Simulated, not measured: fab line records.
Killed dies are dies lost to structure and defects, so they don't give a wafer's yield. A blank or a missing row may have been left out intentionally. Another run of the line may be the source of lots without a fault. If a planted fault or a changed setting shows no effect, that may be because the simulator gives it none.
fab line records	flow sky130
record: lots: 24	wafers: 72	last-day: 50
route steps=708 shown METAL1@449 VIA2@521 CAPM@537
lots with no fault: from the same line, run without faults
start-h: start of the lot's first displayed wafer, in hours after the record's first day	wait-h: hours since the lot's step before	" identical to the entry in the row above	L1.1+2: several wafers, shown together as one row	- either no value or no given start	* or withheld: withheld	< > ~ a bound
route shown NAME@n: names a module that has steps shown in the file, with the first one's number in the route	usual: mean and standard deviation over wafers with no fault	same: alike in all rows	chamber/n: place in a boat	sites: each site's reading	_std_site: standard deviation of those values	_edge_site: inner sites' mean taken away from outer sites' mean	radius-mm: how far each site lies from the wafer's centre	mask NAME#n: copy n	behind: the tool/chamber that last shaped the wafer	hold: cause of the lot's hold/its duration in hours/its outcome	device: whichever transistor did not switch (one of n, p or np)	end of line: tests of these same wafers at the route's end	where a step has no rows: the recipe by itself	killed: dies that structure and defects cost at the first sort, which is not the same as the wafer's yield	map: a wafer's dies, marking killed ones x, the rest . and places with no die _
set.NAME: the setting that was run; set.NAME@STEP: the one run at that earlier step	model.NAME: the simulator's own value behind a step, which no gauge read
the route's steps for a sample of lots (tables are steps, rows are wafers)
services: from which hour (start-h, from the record's first day; less than 0 if before it) a tool's chamber was out of use, for how many hours, and why
== steps ==
step: SKY_METAL1_CD_MEAS_15
recipe: target-cd-nm: 140
usual: cd-nm: 140.3/1.3
lot.wafer	tool	chamber	start-h	wait-h	cd-nm
L074.1	cd-sem-02	-	747.38	-	139.8
L074.3	"	-	"	"	139.3
L074.5	"	-	"	"	139.3
L075.2	cd-sem-01	-	754.83	-	140.7
L075.5	"	-	"	"	140.0
L075.6	"	-	"	"	141.7
L076.1	cd-sem-01	-	773.14	-	139.4
L076.4	"	-	"	"	141.6
L076.5	"	-	"	"	141.4
L077.2	cd-sem-02	-	785.57	-	143.0
L077.4	"	-	"	"	141.7
L077.5	"	-	"	"	142.7
L078.1	cd-sem-02	-	793.90	-	139.0
L078.5	"	-	"	"	140.3
L078.6	"	-	"	"	140.0
L079.1	cd-sem-02	-	796.53	-	140.7
L079.3	"	-	"	"	140.2
L079.4	"	-	"	"	141.2
L080.1	cd-sem-02	-	810.65	-	139.0
L080.2	"	-	"	"	139.4
L080.3	"	-	"	"	139.0
L081.1	cd-sem-01	-	818.50	-	138.7
L081.2	"	-	"	"	139.4
L081.5	"	-	"	"	140.1
L082.1	cd-sem-01	-	820.59	-	138.9
L082.2	"	-	"	"	138.5
L082.4	"	-	"	"	138.6
L083.3	cd-sem-02	-	828.73	-	143.3
L083.5	"	-	"	"	142.7
L083.6	"	-	"	"	141.1
L084.1	cd-sem-02	-	838.94	-	140.6
L084.2	"	-	"	"	142.0
L084.3	"	-	"	"	141.6
L086.1	cd-sem-01	-	844.43	-	140.2
L086.3	"	-	"	"	139.0
L086.5	"	-	"	"	141.1
L085.2	cd-sem-01	-	845.75	-	140.3
L085.5	"	-	"	"	139.9
L085.6	"	-	"	"	138.8
L087.1	cd-sem-02	-	858.33	-	141.8
L087.3	"	-	"	"	140.9
L087.6	"	-	"	"	141.8
L088.2	cd-sem-02	-	859.42	-	142.7
L088.3	"	-	"	"	141.7
L088.4	"	-	"	"	141.8
L089.2	cd-sem-01	-	872.60	-	141.4
L089.5	"	-	"	"	142.4
L089.6	"	-	"	"	140.5
L090.3	cd-sem-01	-	883.39	-	139.2
L090.5	"	-	"	"	141.1
L090.6	"	-	"	"	140.3
L091.3	cd-sem-01	-	884.77	-	138.7
L091.4	"	-	"	"	139.7
L091.6	"	-	"	"	137.6
L093.4	cd-sem-02	-	933.11	-	139.9
L093.5	"	-	"	"	139.2
L093.6	"	-	"	"	139.1
L094.1	cd-sem-02	-	934.30	-	142.1
L094.3	"	-	"	"	142.6
L094.4	"	-	"	"	143.1
L092.2	cd-sem-01	-	934.67	-	140.8
L092.4	"	-	"	"	138.8
L092.5	"	-	"	"	139.8
L095.1	cd-sem-01	-	935.84	-	138.9
L095.3	"	-	"	"	138.8
L095.5	"	-	"	"	138.3
L096.2	cd-sem-01	-	937.82	-	138.8
L096.3	"	-	"	"	138.0
L096.6	"	-	"	"	137.6
L097.4	cd-sem-01	-	943.15	-	141.0
L097.5	"	-	"	"	139.7
L097.6	"	-	"	"	140.2
step: SKY_VIA2_ETCH_14
recipe: chemistry: N2/H2	target: BARC	ion-energy-ev: 200	source-w: 500	bias-w: 100	pressure-mtorr: 30	n2-flow-sccm: 100	h2-flow-sccm: 200	stop-on: SiO2	time-s: 45.9	target-depth-a: 600
usual: chamber-pressure-mTorr: 30.004/0.027	drypump-motor-current-A: 5.9/0.37	h2-flow-sccm: 200.0/0.57	oes-product-au: 0.854/0.0046	throttle-valve-pct: 13.225/0.0088
lot.wafer	tool	chamber	start-h	wait-h	chamber-pressure-mTorr	drypump-motor-current-A	h2-flow-sccm	oes-product-au	rf-hours-counter-h	throttle-valve-pct
L074.1	rie-diel-04	1	830.70	0.0	29.957	5.4	199.2	0.858	11	13.226
L074.3	"	0	"	"	29.968	5.8	199.9	0.854	16	13.226
L074.5	"	1	"	"	30.042	5.4	199.8	0.848	-	13.236
L075.2	rie-diel-04	2	837.85	0.0	30.021	6.3	199.6	0.858	17	13.235
L075.5	"	3	"	"	29.967	5.9	201.3	0.854	-	13.235
L075.6	"	0	"	"	30.013	5.8	200.0	0.853	-	13.213
L076.1	rie-diel-03	0	854.95	0.0	30.028	6.3	200.2	0.860	14	13.218
L076.4	"	0	"	"	29.995	6.3	199.8	0.855	-	13.223
L076.5	"	3	"	"	30.012	6.0	200.4	0.857	-	13.214
L077.2	rie-diel-03	0	868.09	0.0	29.990	6.3	199.7	0.849	15	13.226
L077.4	"	3	"	"	30.023	6.0	199.3	0.855	7	13.217
L077.5	"	1	"	"	29.981	5.5	200.3	0.853	-	13.220
L078.1	rie-diel-02	1	877.89	0.0	29.988	6.4	200.1	0.855	15	13.241
L078.5	"	1	"	"	29.981	6.4	200.6	0.858	-	13.223
L078.6	"	0	"	"	30.009	5.0	200.3	0.865	-	13.223
L079.1	rie-diel-04	2	878.13	0.0	30.014	6.3	200.1	0.861	19	13.231
L079.3	"	0	"	"	29.998	5.8	200.6	0.862	19	13.219
L079.4	"	0	"	"	29.983	5.8	199.9	0.851	-	13.227
L080.1	rie-diel-02	1	894.00	0.0	29.982	6.4	200.4	0.863	16	13.222
L080.2	"	3	"	"	29.989	6.3	201.0	0.859	12	13.225
L080.3	"	2	"	"	30.007	5.3	200.2	0.844	5	13.217
L081.1	rie-diel-04	0	899.90	0.0	29.986	5.8	200.2	0.854	19	13.226
L081.2	"	2	"	"	30.011	6.3	199.4	0.859	20	13.232
L081.5	"	3	"	"	30.024	6.0	200.2	0.856	-	13.224
L082.1	rie-diel-03	0	904.65	0.0	30.026	6.3	199.5	0.856	16	13.213
L082.2	"	1	"	"	30.034	5.5	199.3	0.853	2	13.235
L082.4	"	2	"	"	29.992	6.2	200.1	0.863	3	13.225
L083.3	rie-diel-04	2	910.54	0.0	29.978	6.3	199.5	0.853	21	13.243
L083.5	"	1	"	"	30.030	5.4	199.8	0.853	-	13.227
L083.6	"	0	"	"	30.041	5.8	198.7	0.865	-	13.233
L084.1	rie-diel-02	0	920.85	0.0	29.969	5.0	199.9	0.855	10	13.235
L084.2	"	3	"	"	30.027	6.3	201.2	0.864	13	13.222
L084.3	"	2	"	"	30.032	5.4	199.5	0.854	6	13.211
L086.1	rie-diel-03	0	925.20	0.0	29.981	6.4	200.3	0.855	17	13.237
L086.3	"	1	"	"	29.967	5.5	199.5	0.851	3	13.243
L086.5	"	2	"	"	29.986	6.2	200.7	0.855	-	13.217
L085.2	rie-diel-04	0	926.89	0.0	30.044	5.8	199.2	0.852	20	13.240
L085.5	"	0	"	"	30.030	5.7	199.8	0.853	-	13.228
L085.6	"	2	"	"	30.002	6.3	200.2	0.848	-	13.228
L087.1	rie-diel-03	1	939.64	0.0	29.980	5.5	200.5	0.856	3	13.227
L087.3	"	0	"	"	30.025	6.4	199.8	0.859	17	13.232
L087.6	"	0	"	"	30.037	6.4	199.8	0.851	-	13.209
L088.2	rie-diel-03	1	941.25	0.0	29.952	5.5	199.3	0.858	3	13.225
L088.3	"	2	"	"	29.997	6.2	200.7	0.853	4	13.233
L088.4	"	3	"	"	30.032	6.0	200.3	0.855	10	13.227
L089.2	rie-diel-03	0	951.95	0.0	30.006	6.3	200.1	0.852	17	13.224
L089.5	"	0	"	"	30.024	6.4	200.5	0.854	-	13.222
L089.6	"	3	"	"	29.955	6.0	200.4	0.856	-	13.220
L090.3	rie-diel-04	2	962.35	0.0	29.990	6.3	199.8	0.846	22	13.234
L090.5	"	0	"	"	30.014	5.8	198.8	0.856	-	13.229
L090.6	"	3	"	"	30.008	6.0	200.0	0.852	-	13.220
L091.3	rie-diel-04	0	964.00	0.0	30.018	5.8	200.1	0.861	22	13.229
L091.4	"	1	"	"	29.957	5.4	200.1	0.859	15	13.221
L091.6	"	3	"	"	29.965	6.0	200.0	0.844	-	13.225
L093.4	rie-diel-03	3	1009.25	0.0	29.982	6.0	199.7	0.851	12	13.223
L093.5	"	1	"	"	29.984	5.5	200.5	0.863	-	13.229
L093.6	"	0	"	"	30.049	6.3	201.0	0.856	-	13.227
L094.1	rie-diel-04	2	1009.85	0.0	30.034	6.3	200.0	0.858	24	13.222
L094.3	"	0	"	"	29.988	5.8	198.8	0.856	23	13.218
L094.4	"	3	"	"	30.012	5.9	199.6	0.858	28	13.214
L092.2	rie-diel-03	1	1010.35	0.0	29.998	5.5	199.9	0.861	5	13.219
L092.4	"	3	"	"	29.988	6.0	200.0	0.850	12	13.243
L092.5	"	0	"	"	29.954	6.3	200.1	0.854	-	13.236
L095.1	rie-diel-04	3	1011.30	0.0	30.010	6.0	200.3	0.852	28	13.237
L095.3	"	2	"	"	30.025	6.3	200.1	0.857	24	13.242
L095.5	"	2	"	"	30.011	6.3	198.9	0.859	-	13.219
L096.2	rie-diel-03	0	1013.90	0.0	30.019	6.3	199.7	0.855	20	13.221
L096.3	"	1	"	"	30.017	5.5	200.5	0.859	5	13.239
L096.6	"	0	"	"	30.003	6.3	200.4	0.850	-	13.223
L097.4	rie-diel-03	0	1017.15	0.0	30.056	6.3	200.3	0.853	20	13.232
L097.5	"	1	"	"	30.053	5.5	200.0	0.856	-	13.229
L097.6	"	2	"	"	29.991	6.2	199.9	0.850	-	13.230
step: SKY_VIA2_ETCH_15
recipe: target: SiO2	chemistry: C4F8/O2/Ar	target-depth-nm: 546	stop-on: TiN	mask-material: KrF-thick	source-w: 1500	bias-w: 1200	pressure-mtorr: 40	c4f8-flow-sccm: withheld	O2_flow_sccm: 6	Ar_flow_sccm: 300	time-s: 84
usual: chamber-pressure-mTorr: 40.00/0.033	oes-product-au: 0.939/0.0046
lot.wafer	tool	chamber	start-h	wait-h	chamber-pressure-mTorr	oes-product-au
L074.1	rie-diel-04	1	830.74	0.0	40.05	0.932
L074.3	"	0	"	"	39.99	0.939
L074.5	"	1	"	"	39.97	0.946
L075.2	rie-diel-04	2	837.89	0.0	40.01	0.942
L075.5	"	3	"	"	39.98	0.936
L075.6	"	0	"	"	40.00	0.942
L076.1	rie-diel-03	0	854.99	0.0	40.02	0.940
L076.4	"	0	"	"	40.01	0.941
L076.5	"	3	"	"	39.99	0.940
L077.2	rie-diel-03	0	868.14	0.0	40.03	0.943
L077.4	"	3	"	"	39.97	0.934
L077.5	"	1	"	"	39.95	0.942
L078.1	rie-diel-02	1	877.94	0.0	40.00	0.949
L078.5	"	1	"	"	39.94	0.944
L078.6	"	0	"	"	39.99	0.935
L079.1	rie-diel-04	2	878.18	0.0	40.00	0.937
L079.3	"	0	"	"	40.00	0.936
L079.4	"	0	"	"	39.97	0.928
L080.1	rie-diel-02	1	894.04	0.0	40.01	0.941
L080.2	"	3	"	"	39.94	0.944
L080.3	"	2	"	"	39.99	0.937
L081.1	rie-diel-04	0	899.94	0.0	40.03	0.936
L081.2	"	2	"	"	40.01	0.940
L081.5	"	3	"	"	40.00	0.936
L082.1	rie-diel-03	0	904.70	0.0	39.95	0.939
L082.2	"	1	"	"	40.03	0.935
L082.4	"	2	"	"	40.03	0.935
L083.3	rie-diel-04	2	910.59	0.0	40.00	0.945
L083.5	"	1	"	"	40.04	0.930
L083.6	"	0	"	"	40.02	0.940
L084.1	rie-diel-02	0	920.89	0.0	40.00	0.936
L084.2	"	3	"	"	39.98	0.939
L084.3	"	2	"	"	39.99	0.939
L086.1	rie-diel-03	0	925.24	0.0	39.99	0.939
L086.3	"	1	"	"	40.00	0.937
L086.5	"	2	"	"	40.09	0.938
L085.2	rie-diel-04	0	926.94	0.0	40.05	0.934
L085.5	"	0	"	"	39.96	0.942
L085.6	"	2	"	"	39.99	0.940
L087.1	rie-diel-03	1	939.69	0.0	39.98	0.940
L087.3	"	0	"	"	40.02	0.937
L087.6	"	0	"	"	40.03	0.940
L088.2	rie-diel-03	1	941.30	0.0	40.05	0.924
L088.3	"	2	"	"	40.04	0.936
L088.4	"	3	"	"	39.99	0.949
L089.2	rie-diel-03	0	952.00	0.0	39.94	0.936
L089.5	"	0	"	"	39.98	0.938
L089.6	"	3	"	"	40.02	0.942
L090.3	rie-diel-04	2	962.40	0.0	40.05	0.937
L090.5	"	0	"	"	39.99	0.937
L090.6	"	3	"	"	39.97	0.945
L091.3	rie-diel-04	0	964.04	0.0	39.99	0.934
L091.4	"	1	"	"	40.06	0.940
L091.6	"	3	"	"	39.96	0.945
L093.4	rie-diel-03	3	1009.29	0.0	39.96	0.947
L093.5	"	1	"	"	39.99	0.950
L093.6	"	0	"	"	40.03	0.943
L094.1	rie-diel-04	2	1009.89	0.0	40.01	0.941
L094.3	"	0	"	"	40.01	0.935
L094.4	"	3	"	"	40.02	0.939
L092.2	rie-diel-03	1	1010.40	0.0	40.01	0.940
L092.4	"	3	"	"	39.89	0.939
L092.5	"	0	"	"	40.00	0.935
L095.1	rie-diel-04	3	1011.35	0.0	39.98	0.939
L095.3	"	2	"	"	40.01	0.942
L095.5	"	2	"	"	39.97	0.941
L096.2	rie-diel-03	0	1013.94	0.0	40.06	0.940
L096.3	"	1	"	"	40.03	0.936
L096.6	"	0	"	"	40.01	0.944
L097.4	rie-diel-03	0	1017.20	0.0	40.01	0.944
L097.5	"	1	"	"	40.02	0.940
L097.6	"	2	"	"	40.02	0.936
step: SKY_VIA2_SPUTTER_20
recipe: material: TiN	target-thk-nm: 20	chamber-pressure-pa: 5	power-w: 4000	time-s: 80
usual: chamber-pressure-pa: 5.002/0.0097	throttle-valve-pct: 29.9/1.4
lot.wafer	tool	chamber	start-h	wait-h	chamber-pressure-pa	throttle-valve-pct
L074.1	pvd-sputter-04	-	831.43	0.0	5.005	30.6
L074.3	"	-	"	"	4.973	28.3
L074.5	"	-	"	"	5.016	29.5
L075.2	pvd-sputter-04	-	838.59	0.0	4.987	29.0
L075.5	"	-	"	"	5.015	30.8
L075.6	"	-	"	"	5.010	30.8
L076.1	pvd-sputter-04	-	855.68	0.0	5.019	31.2
L076.4	"	-	"	"	5.004	30.7
L076.5	"	-	"	"	4.996	28.5
L077.2	pvd-sputter-04	-	868.81	0.0	4.997	31.0
L077.4	"	-	"	"	4.982	30.7
L077.5	"	-	"	"	4.992	30.6
L078.1	pvd-sputter-04	-	878.61	0.0	4.992	29.5
L078.5	"	-	"	"	5.010	29.4
L078.6	"	-	"	"	5.008	28.4
L079.1	pvd-sputter-02	-	878.87	0.0	4.997	28.6
L079.3	"	-	"	"	5.000	30.5
L079.4	"	-	"	"	4.989	32.9
L080.1	pvd-sputter-02	-	894.71	0.0	4.999	32.7
L080.2	"	-	"	"	4.988	28.7
L080.3	"	-	"	"	5.006	29.3
L081.1	pvd-sputter-04	-	900.68	0.0	5.015	29.5
L081.2	"	-	"	"	5.004	30.7
L081.5	"	-	"	"	5.016	29.6
L082.1	pvd-sputter-03	-	905.38	0.0	5.024	30.1
L082.2	"	-	"	"	4.996	32.4
L082.4	"	-	"	"	4.998	28.1
L083.3	pvd-sputter-02	-	911.25	0.0	5.001	28.7
L083.5	"	-	"	"	5.005	29.4
L083.6	"	-	"	"	4.998	32.3
L084.1	pvd-sputter-02	-	921.54	0.0	5.006	30.3
L084.2	"	-	"	"	5.008	28.8
L084.3	"	-	"	"	5.014	29.3
L086.1	pvd-sputter-02	-	925.93	0.0	5.004	32.7
L086.3	"	-	"	"	4.999	28.9
L086.5	"	-	"	"	5.015	32.5
L085.2	pvd-sputter-03	-	927.60	0.0	5.018	30.1
L085.5	"	-	"	"	5.004	28.1
L085.6	"	-	"	"	5.011	30.0
L087.1	pvd-sputter-03	-	940.34	0.0	5.005	28.0
L087.3	"	-	"	"	4.989	29.8
L087.6	"	-	"	"	5.006	28.2
L088.2	pvd-sputter-03	-	941.95	0.0	5.026	28.2
L088.3	"	-	"	"	5.015	32.1
L088.4	"	-	"	"	4.997	30.1
L089.2	pvd-sputter-02	-	952.72	0.0	4.998	30.2
L089.5	"	-	"	"	5.003	29.1
L089.6	"	-	"	"	5.010	30.4
L090.3	pvd-sputter-04	-	963.11	0.0	5.016	31.1
L090.5	"	-	"	"	4.999	30.9
L090.6	"	-	"	"	4.997	30.9
L091.3	pvd-sputter-02	-	964.86	0.0	4.995	28.8
L091.4	"	-	"	"	5.005	32.5
L091.6	"	-	"	"	5.000	28.7
L093.4	pvd-sputter-02	-	1009.95	0.0	5.006	29.2
L093.5	"	-	"	"	5.011	28.9
L093.6	"	-	"	"	4.996	29.3
L094.1	pvd-sputter-03	-	1010.55	0.0	5.000	32.1
L094.3	"	-	"	"	5.010	28.3
L094.4	"	-	"	"	4.996	28.1
L092.2	pvd-sputter-02	-	1011.06	0.0	5.003	29.1
L092.4	"	-	"	"	5.001	29.4
L092.5	"	-	"	"	5.002	30.1
L095.1	pvd-sputter-04	-	1012.00	0.0	5.012	30.6
L095.3	"	-	"	"	4.991	28.3
L095.5	"	-	"	"	5.022	30.8
L096.2	pvd-sputter-04	-	1014.59	0.0	4.998	28.4
L096.3	"	-	"	"	4.996	30.7
L096.6	"	-	"	"	4.999	30.9
L097.4	pvd-sputter-03	-	1017.86	0.0	5.009	28.1
L097.5	"	-	"	"	4.985	28.5
L097.6	"	-	"	"	4.994	29.9
step: SKY_CAPM_CVD_00
recipe: material: SiO2	target-thk-nm: 15.5	temp-c: 400	time-s: withheld	rf-w: 450
usual: heater-power-w: 739/95
lot.wafer	tool	chamber	start-h	wait-h	heater-power-w
L074.1	pecvd-02	1	832.50	0.0	609
L074.3	"	0	"	"	817
L074.5	"	1	"	"	615
L075.2	pecvd-03	2	839.41	0.0	837
L075.5	"	0	"	"	714
L075.6	"	2	"	"	790
L076.1	pecvd-03	1	856.51	0.0	590
L076.4	"	1	"	"	609
L076.5	"	0	"	"	826
L077.2	pecvd-02	1	869.63	0.0	643
L077.4	"	1	"	"	642
L077.5	"	0	"	"	779
L078.1	pecvd-03	0	879.43	0.0	848
L078.5	"	2	"	"	852
L078.6	"	0	"	"	857
L079.1	pecvd-02	1	879.69	0.0	629
L079.3	"	2	"	"	724
L079.4	"	0	"	"	764
L080.1	pecvd-01	1	895.53	0.0	834
L080.2	"	0	"	"	925
L080.3	"	2	"	"	690
L081.1	pecvd-01	2	901.50	0.0	747
L081.2	"	0	"	"	818
L081.5	"	0	"	"	801
L082.1	pecvd-03	2	906.38	0.0	690
L082.2	"	0	"	"	849
L082.4	"	0	"	"	840
L083.3	pecvd-01	2	912.07	0.0	668
L083.5	"	0	"	"	849
L083.6	"	2	"	"	680
L084.1	pecvd-01	0	922.37	0.0	924
L084.2	"	1	"	"	786
L084.3	"	2	"	"	599
L086.1	pecvd-03	0	926.76	0.0	800
L086.3	"	2	"	"	805
L086.5	"	1	"	"	661
L085.2	pecvd-02	2	928.43	0.0	740
L085.5	"	2	"	"	725
L085.6	"	1	"	"	600
L087.1	pecvd-03	1	941.26	0.0	619
L087.3	"	2	"	"	748
L087.6	"	2	"	"	754
L088.2	pecvd-03	1	942.78	0.0	673
L088.3	"	2	"	"	848
L088.4	"	1	"	"	688
L089.2	pecvd-01	1	953.54	0.0	783
L089.5	"	1	"	"	796
L089.6	"	0	"	"	854
L090.3	pecvd-03	1	963.93	0.0	608
L090.5	"	0	"	"	863
L090.6	"	1	"	"	604
L091.3	pecvd-03	2	965.69	0.0	810
L091.4	"	0	"	"	808
L091.6	"	1	"	"	594
L093.4	pecvd-02	0	1012.42	0.0	729
L093.5	"	1	"	"	569
L093.6	"	2	"	"	668
L094.1	pecvd-03	2	1012.71	0.0	693
L094.3	"	1	"	"	586
L094.4	"	2	"	"	719
L092.2	pecvd-01	1	1012.73	0.0	781
L092.4	"	1	"	"	814
L092.5	"	2	"	"	699
L095.1	pecvd-02	0	1013.01	0.0	819
L095.3	"	1	"	"	675
L095.5	"	2	"	"	646
L096.2	pecvd-03	1	1015.42	0.0	596
L096.3	"	0	"	"	807
L096.6	"	2	"	"	817
L097.4	pecvd-03	0	1018.70	0.0	806
L097.5	"	2	"	"	781
L097.6	"	1	"	"	635
step: SKY_CAPM_METAL_ETCH_13
recipe: target-depth-nm: 220	stop-on: SiO2	chemistry: Cl2/BCl3	target: TiN	pressure-mtorr: 10	icp-w: 900	bias-w: 48.5	Cl2_flow_sccm: 60	bcl3-flow-sccm: 30	time-s: 62.9
usual: chamber-pressure-mTorr: 9.999/0.0089	drypump-motor-current-A: 5.7/0.46	oes-product-au: 0.939/0.007	throttle-valve-pct: 21.903/0.01
lot.wafer	tool	chamber	start-h	wait-h	chamber-pressure-mTorr	drypump-motor-current-A	oes-product-au	rf-hours-counter-h	throttle-valve-pct
L074.1	rie-metal-02	0	858.02	0.0	10.004	6.4	0.944	7	21.899
L074.3	"	0	"	"	10.005	6.3	0.938	-	21.897
L074.5	"	0	"	"	10.012	6.4	0.941	-	21.924
L075.2	rie-metal-02	1	865.38	0.0	9.988	5.4	0.945	13	21.916
L075.5	"	1	"	"	10.007	5.4	0.939	-	21.900
L075.6	"	0	"	"	10.005	6.4	0.939	-	21.906
L076.1	rie-metal-04	0	882.62	0.0	9.994	5.9	0.949	0	21.918
L076.4	"	0	"	"	10.009	5.9	0.933	-	21.908
L076.5	"	0	"	"	9.993	5.9	0.944	-	21.904
L077.2	rie-metal-04	1	895.58	0.0	9.988	5.2	0.924	2	21.895
L077.4	"	0	"	"	9.990	5.9	0.941	-	21.902
L077.5	"	0	"	"	10.003	5.9	0.933	-	21.897
L078.1	rie-metal-01	0	905.13	0.0	10.010	5.2	0.947	5	21.900
L078.5	"	0	"	"	9.992	5.2	0.938	-	21.902
L078.6	"	1	"	"	9.998	5.8	0.939	-	21.896
L079.1	rie-metal-04	1	905.43	0.0	9.998	5.1	0.933	2	21.904
L079.3	"	0	"	"	9.984	5.9	0.936	-	21.924
L079.4	"	1	"	"	10.000	5.1	0.938	-	21.912
L080.1	rie-metal-01	0	920.07	0.0	9.993	5.1	0.941	6	21.901
L080.2	"	1	"	"	9.996	5.8	0.946	12	21.906
L080.3	"	0	"	"	10.006	5.1	0.957	-	21.892
L081.1	rie-metal-04	1	925.82	0.0	10.003	5.2	0.940	3	21.897
L081.2	"	0	"	"	9.987	5.9	0.930	2	21.904
L081.5	"	0	"	"	10.018	5.9	0.930	-	21.897
L082.1	rie-metal-02	0	931.93	0.0	10.010	6.4	0.934	9	21.913
L082.2	"	1	"	"	10.002	5.4	0.944	15	21.909
L082.4	"	0	"	"	9.996	6.4	0.926	-	21.911
L083.3	rie-metal-04	0	937.25	0.0	10.000	5.9	0.931	-	21.903
L083.5	"	1	"	"	10.007	5.2	0.937	-	21.900
L083.6	"	0	"	"	9.994	5.9	0.939	-	21.911
L084.1	rie-metal-01	1	946.58	0.0	9.998	5.7	0.941	14	21.916
L084.2	"	0	"	"	9.998	5.1	0.938	7	21.880
L084.3	"	0	"	"	9.989	5.1	0.932	-	21.902
L086.1	rie-metal-02	1	951.67	0.0	9.996	5.4	0.941	16	21.905
L086.3	"	1	"	"	9.987	5.4	0.943	-	21.897
L086.5	"	0	"	"	10.007	6.3	0.924	-	21.926
L085.2	rie-metal-04	0	953.48	0.0	9.996	5.9	0.947	4	21.906
L085.5	"	1	"	"	10.002	5.1	0.943	-	21.906
L085.6	"	0	"	"	10.003	5.8	0.940	-	21.885
L087.1	rie-metal-01	0	965.37	0.0	10.011	5.1	0.941	8	21.894
L087.3	"	0	"	"	9.975	5.1	0.945	-	21.902
L087.6	"	0	"	"	10.002	5.1	0.935	-	21.899
L088.2	rie-metal-02	0	967.21	0.1	10.012	6.4	0.935	-	21.887
L088.3	"	0	"	"	9.998	6.3	0.929	-	21.903
L088.4	"	0	"	"	9.990	6.4	0.935	-	21.923
L089.2	rie-metal-02	0	977.07	0.1	9.992	6.4	0.941	-	21.903
L089.5	"	0	"	"	10.007	6.3	0.942	-	21.900
L089.6	"	0	"	"	10.005	6.3	0.936	-	21.914
L090.3	rie-metal-04	1	987.00	0.0	9.994	5.2	0.942	-	21.918
L090.5	"	1	"	"	9.996	5.2	0.942	-	21.907
L090.6	"	0	"	"	9.987	5.8	0.934	-	21.911
L091.3	rie-metal-04	1	989.15	0.0	10.010	5.2	0.940	-	21.896
L091.4	"	0	"	"	9.997	5.9	0.935	-	21.907
L091.6	"	0	"	"	9.990	5.9	0.938	-	21.908
L093.4	rie-metal-04	1	1034.86	0.0	10.001	5.2	0.927	-	21.904
L093.5	"	0	"	"	10.009	5.9	0.948	-	21.877
L093.6	"	1	"	"	9.993	5.2	0.944	-	21.902
L094.1	rie-metal-01	1	1034.93	0.0	10.000	5.8	0.955	19	21.905
L094.3	"	0	"	"	9.999	5.1	0.937	-	21.892
L094.4	"	1	"	"	10.008	5.8	0.947	-	21.895
L092.2	rie-metal-04	0	1035.73	0.0	9.986	5.8	0.939	7	21.901
L092.4	"	0	"	"	9.997	5.9	0.942	-	21.903
L092.5	"	0	"	"	9.991	5.8	0.943	-	21.902
L095.1	rie-metal-02	1	1035.83	0.0	10.009	5.4	0.946	3	21.905
L095.3	"	0	"	"	10.008	6.4	0.953	-	21.894
L095.5	"	0	"	"	9.999	6.4	0.945	-	21.879
L096.2	rie-metal-02	1	1038.12	0.0	10.004	5.4	0.940	3	21.902
L096.3	"	1	"	"	10.011	5.4	0.932	-	21.890
L096.6	"	0	"	"	9.998	6.3	0.934	-	21.914
L097.4	rie-metal-01	1	1041.01	0.0	9.995	5.8	0.936	-	21.904
L097.5	"	0	"	"	10.020	5.1	0.936	-	21.900
L097.6	"	1	"	"	9.998	5.8	0.943	-	21.908
== services ==
tool	chamber	start-h	hours	kind
pecvd-03	-	808.45	4.5	repair
rie-diel-03	-	835.11	14.6	pm
rie-metal-01	0	835.39	2.6	repair
rie-diel-02	-	848.72	14.6	pm
rie-diel-03	2	852.17	11.4	repair
rie-metal-04	1	856.74	4.2	repair
rie-diel-04	1	873.22	5.3	repair
pvd-sputter-04	-	882.14	4.5	repair
pvd-sputter-02	-	885.21	1.6	repair
rie-metal-02	-	896.74	14.6	pm
pecvd-03	2	919.34	7.0	repair
rie-diel-04	1	920.27	21.0	repair
rie-diel-02	3	923.34	3.8	repair
rie-diel-04	2	934.25	1.4	repair
pvd-sputter-03	-	935.06	1.5	repair
rie-diel-03	1	958.29	3.3	repair
pvd-sputter-02	-	963.30	0.5	repair
rie-diel-04	1	970.45	13.9	repair
pvd-sputter-02	-	973.16	1.4	repair
rie-diel-03	-	988.49	0.9	repair
rie-metal-04	-	997.74	2.6	repair
rie-diel-03	1	1018.64	4.1	repair
pvd-sputter-04	-	1020.55	11.3	repair
rie-diel-03	-	1029.07	0.3	repair
== key ==
fault none
